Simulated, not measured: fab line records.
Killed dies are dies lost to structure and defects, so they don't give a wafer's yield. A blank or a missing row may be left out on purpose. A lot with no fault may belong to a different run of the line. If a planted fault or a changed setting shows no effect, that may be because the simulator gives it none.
Comparing a struck lot with a sound one / flow sky130 / 33 out of 708 route steps
Sound: the wafers L850.2, L850.4, L850.5. Wafers struck: L840.1, L840.5, L840.6. Last of all comes the cause.
Each step with rows lists, per side, the tool, then ch with its chambers, then its first start. Under that, the readings that differ: sound wafers / struck wafers / difference of the means / sigmas: that difference in standard deviations of wafers without a fault.
alike: readings with means less than 2 such deviations apart, plus words and numbers identical on both sides. not compared: withheld readings, readings lacking a value on some wafer, bounds such as >300 that could conceal the same value, and numbers that have no deviation in the record and whose values overlap.
The two part at a step that has a row with sigmas, a row that says differs or no value, or rows on one side only. When numbers do not overlap yet have no deviation, they are printed without sigmas and do not part them. Lack of a reading on every wafer of one side parts them only where that side has two or more wafers.

SKY_METAL3_CD_MEAS_13: target cd 300 nm.
  sound on cd sem-01 at day 42 08:31; struck on cd sem-02 at day 39 22:00
  alike: cd nm
SKY_METAL3_OVL_MEAS_14:
  sound on overlay-02 at day 42 08:37; struck on overlay-02 at day 39 22:07
  alike: METAL3_OVL
SKY_METAL3_DESCUM_15: chemistry O2, time 8 s.
  sound on rie metal-04 ch 0,1, day 42 08:39; struck on rie metal-03 ch 0,1, day 39 22:09
reading=drypump motor current A (A); sound=6.5 6.3 6.5; struck=5.5 5.5 5.9; difference=-0.8; sigmas=-2
  alike: chamber pressure mTorr, he backside leak sccm, oes product au
  not compared: rf hours counter h
then, 1 step without rows for these wafers: SKY_METAL3_ETCH_16 (etches BARC in N2/H2, stops on SiO2, time 88.2 s, target depth 60 nm).
SKY_METAL3_ETCH_17: etches SiO2 in C4F8/O2/Ar, stops on TiN, time 3.9 s, target depth 15 nm.
  sound on rie diel-03 ch 1,2,3, day 42 08:47; struck on rie diel-03 ch 0,1,2, day 39 22:17
  alike: chamber pressure mTorr, oes product au
  not compared: rf hours counter h
SKY_METAL3_METAL_ETCH_18: etches the open film in Cl2/BCl3, stops on SiO2, target depth 845 nm, time 183.1 s.
  sound on rie metal-03 ch 1, day 42 08:48; struck on rie metal-01 ch 0,1, day 39 22:18
  alike: chamber pressure mTorr, drypump motor current A, he backside leak sccm, oes product au, throttle valve pct
  not compared: rf hours counter h
then, 5 steps without rows for these wafers: SKY_METAL3_STRIP_19 (strips in O2/N2); SKY_METAL3_STRIP_20 (strips in post etch residue remover, time 1200 s); SKY_METAL3_CLEAN_21 (cleans in IPA, time 180 s); SKY_METAL3_CLEAN_22 (cleans in O3/DIW); SKY_VIA3_HDPCVD_00 (deposits SiO2, target thk 1635 nm, time 272.5 s).
SKY_VIA3_THK_MEAS_01:
  sound on film metro-04 at day 42 09:45; struck on film metro-03 at day 39 23:44
  alike: VIA3_HDPCVD_THK
SKY_VIA3_CMP_02: polishes SiO2.
  sound on cmp-02 ch 0,3, day 42 09:48; struck on cmp-01 ch 0,2,3, day 39 23:57
  no value came back on the struck wafers for any of 5 readings (edge zone pressure frac, head pressure psi (psi) and others); on the sound wafers edge zone pressure frac reads 1.003 0.998 0.999
reading=model.SiO2_of_VIA3_HDPCVD_00.thk nm (nm); sound=466 465.9 465.7; struck=1628 1645 1634; difference=+1170; sigmas=
SKY_VIA3_BOW_MEAS_03:
  sound on film metro-03 at day 42 10:07; struck on film metro-03 at day 40 00:06
reading=VIA3_BOW (um); sound=65 82 82; struck=141 147 158; difference=+72; sigmas=+10
then, 8 steps without rows for these wafers: SKY_VIA3_DEHYDRATE_04 (time 60 s); SKY_VIA3_HMDS_05 (prime time 60 s); SKY_VIA3_COAT_06 (resist thk 60 nm); SKY_VIA3_COAT_07 (resist thk 450 nm); SKY_VIA3_SOFTBAKE_08 (time 90 s); SKY_VIA3_EXPOSE_09 (exposes mask VIM3, target cd 200 nm); SKY_VIA3_PEB_10; SKY_VIA3_DEVELOP_11 (develop time 60 s).
SKY_VIA3_CD_MEAS_12: target cd 200 nm.
  sound on cd sem-01 at day 43 09:01; struck on cd sem-02 at day 41 00:44
  alike: cd nm
SKY_VIA3_OVL_MEAS_13:
  sound on overlay-01 at day 43 09:07; struck on overlay-01 at day 41 00:52
  alike: VIA3_OVL
then, 1 step without rows for these wafers: SKY_VIA3_ETCH_14 (etches BARC in N2/H2, stops on SiO2, time 45.9 s, target depth 60 nm).
SKY_VIA3_ETCH_15: etches SiO2 in C4F8/O2/Ar, stops on TiN, target depth 507 nm, time 78 s.
  sound on rie diel-03 ch 0,3, day 43 09:11; struck on rie diel-01 ch 2,3, day 41 00:56
reading=oes product au (a.u.); sound=0.950 0.946 0.943; struck=1.628 1.626 1.618; difference=+0.678; sigmas=+99 or more
reading=model.etch.depth nm (nm); sound=466 465.9 465.7; struck=509.2 507.1 506.8; difference=+41.8; sigmas=
reading=model.VIA3.feature depth nm (nm); sound=466 465.9 465.7; struck=509.2 507.1 506.8; difference=+41.8; sigmas=
  alike: chamber pressure mTorr
  not compared: rf hours counter h
then, 4 steps without rows for these wafers: SKY_VIA3_STRIP_16 (strips in O2/N2); SKY_VIA3_STRIP_17 (strips in post etch residue remover, time 1200 s); SKY_VIA3_CLEAN_18 (cleans in IPA, time 180 s); SKY_VIA3_CLEAN_19 (cleans in O3/DIW).
SKY_VIA3_SPUTTER_20: material TiN, target thk 20 nm, time 80 s.
  sound on pvd sputter-03 at day 43 09:52; struck on pvd sputter-02 at day 41 01:35
  alike: chamber pressure pa, throttle valve pct
SKY_VIA3_CVD_21: deposits W, target thk 390 nm, time 117.31 s.
  sound on cvd w-02 ch 0, day 43 09:56; struck on cvd w-02 ch 0,1, day 41 01:39
  alike: heater power w
  not compared: since wet clean h
SKY_VIA3_CMP_24: polishes, stops on SiO2, t overpolish 20 s, target thk 0 nm.
  sound on cmp-01 ch 0,3, day 43 10:14; struck on cmp-01 ch 0,1,3, day 41 02:07
reading=model.SiO2_of_VIA3_HDPCVD_00.thk nm (nm); sound=461.6 461.5 461.3; struck=1624 1640 1630; difference=+1170; sigmas=
  alike: edge zone pressure frac, head pressure psi, motor current A, platen rpm, slurry filter dp kPa

## WHERE THEY PART
First at SKY_METAL3_DESCUM_15; last, within this record, at SKY_VIA3_ETCH_15. Later steps at which nothing parts them and some readings are alike: SKY_VIA3_SPUTTER_20, SKY_VIA3_CVD_21, SKY_VIA3_CMP_24.

WHY: the cause the simulator had injected
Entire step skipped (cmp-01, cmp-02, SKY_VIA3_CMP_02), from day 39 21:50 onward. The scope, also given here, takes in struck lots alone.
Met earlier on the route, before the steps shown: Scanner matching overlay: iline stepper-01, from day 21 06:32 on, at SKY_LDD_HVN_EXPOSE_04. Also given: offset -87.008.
